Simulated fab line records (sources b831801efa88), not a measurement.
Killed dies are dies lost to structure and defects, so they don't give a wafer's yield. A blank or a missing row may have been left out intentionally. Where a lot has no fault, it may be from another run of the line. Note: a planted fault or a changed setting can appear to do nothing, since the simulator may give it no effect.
Chamber matching || flow sky130 || 4 sister chambers for SKY_LI_CONTACT_ETCH_14 on rieDiel-03
The step etches BARC in N2/H2, stops on SiO2, time 45.9 s, target depth 60 nm. 8 wafers are shown with their chamber, then 8 later ones without.

== WAFERS, EACH WITH ITS CHAMBER ==
{"wafer": "L503.4", "chamber": 3, "drypumpMotorCurrentA (A)": 5.4, "biasW (W)": 99.69}
{"wafer": "L505.2", "chamber": 1, "drypumpMotorCurrentA (A)": 6.1, "biasW (W)": 100.00}
{"wafer": "L505.5", "chamber": 3, "drypumpMotorCurrentA (A)": 5.4, "biasW (W)": 100.06}
{"wafer": "L511.3", "chamber": 2, "drypumpMotorCurrentA (A)": 6.4, "biasW (W)": 100.46}
{"wafer": "L513.2", "chamber": 0, "drypumpMotorCurrentA (A)": 5.8, "biasW (W)": 99.72}
{"wafer": "L513.3", "chamber": 2, "drypumpMotorCurrentA (A)": 6.4, "biasW (W)": 100.67}
{"wafer": "L513.4", "chamber": 1, "drypumpMotorCurrentA (A)": 6.0, "biasW (W)": 100.16}
{"wafer": "L516.3", "chamber": 0, "drypumpMotorCurrentA (A)": 5.9, "biasW (W)": 100.59}

== WAFERS MISSING THEIR CHAMBER ==
{"wafer": "L516.4", "drypumpMotorCurrentA (A)": 6.0, "biasW (W)": 100.00}
{"wafer": "L516.6", "drypumpMotorCurrentA (A)": 6.0, "biasW (W)": 100.30}
{"wafer": "L522.1", "drypumpMotorCurrentA (A)": 6.4, "biasW (W)": 100.07}
{"wafer": "L522.2", "drypumpMotorCurrentA (A)": 6.1, "biasW (W)": 100.33}
{"wafer": "L522.4", "drypumpMotorCurrentA (A)": 6.1, "biasW (W)": 100.17}
{"wafer": "L524.1", "drypumpMotorCurrentA (A)": 5.9, "biasW (W)": 99.89}
{"wafer": "L524.4", "drypumpMotorCurrentA (A)": 6.0, "biasW (W)": 100.42}
{"wafer": "L524.5", "drypumpMotorCurrentA (A)": 5.9, "biasW (W)": 100.22}

== WHICH CHAMBER EACH WENT THROUGH ==
{"wafer": "L516.4", "from the rows above": 1, "in truth": 1}
{"wafer": "L516.6", "from the rows above": "can't be placed: 1 or 0", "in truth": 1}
{"wafer": "L522.1", "from the rows above": 2, "in truth": 2}
{"wafer": "L522.2", "from the rows above": 1, "in truth": 1}
{"wafer": "L522.4", "from the rows above": 1, "in truth": 1}
{"wafer": "L524.1", "from the rows above": "can't be placed: 0 or 1", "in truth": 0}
{"wafer": "L524.4", "from the rows above": "can't be placed: 1 or 0", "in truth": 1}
{"wafer": "L524.5", "from the rows above": 0, "in truth": 0}
Correctly placed: 5 of 8. Can't be placed from these rows: 3 (the true chamber is among the candidates in 3). Number placed wrongly: 0.
How it was worked out, from the rows above alone: a wafer's distance from a chamber is the root of the sum, over the readings, of the square of ((its reading less the chamber's mean) divided by the reading's scatter). The wafer belongs to the nearest chamber; if the next one is less than 2 further off, it can't be placed. The mean given for a chamber averages the wafers shown for that chamber. The scatter: the root of (the sum of the squares of (reading less its chamber's mean) over the shown wafers, divided by (wafers less chambers)).
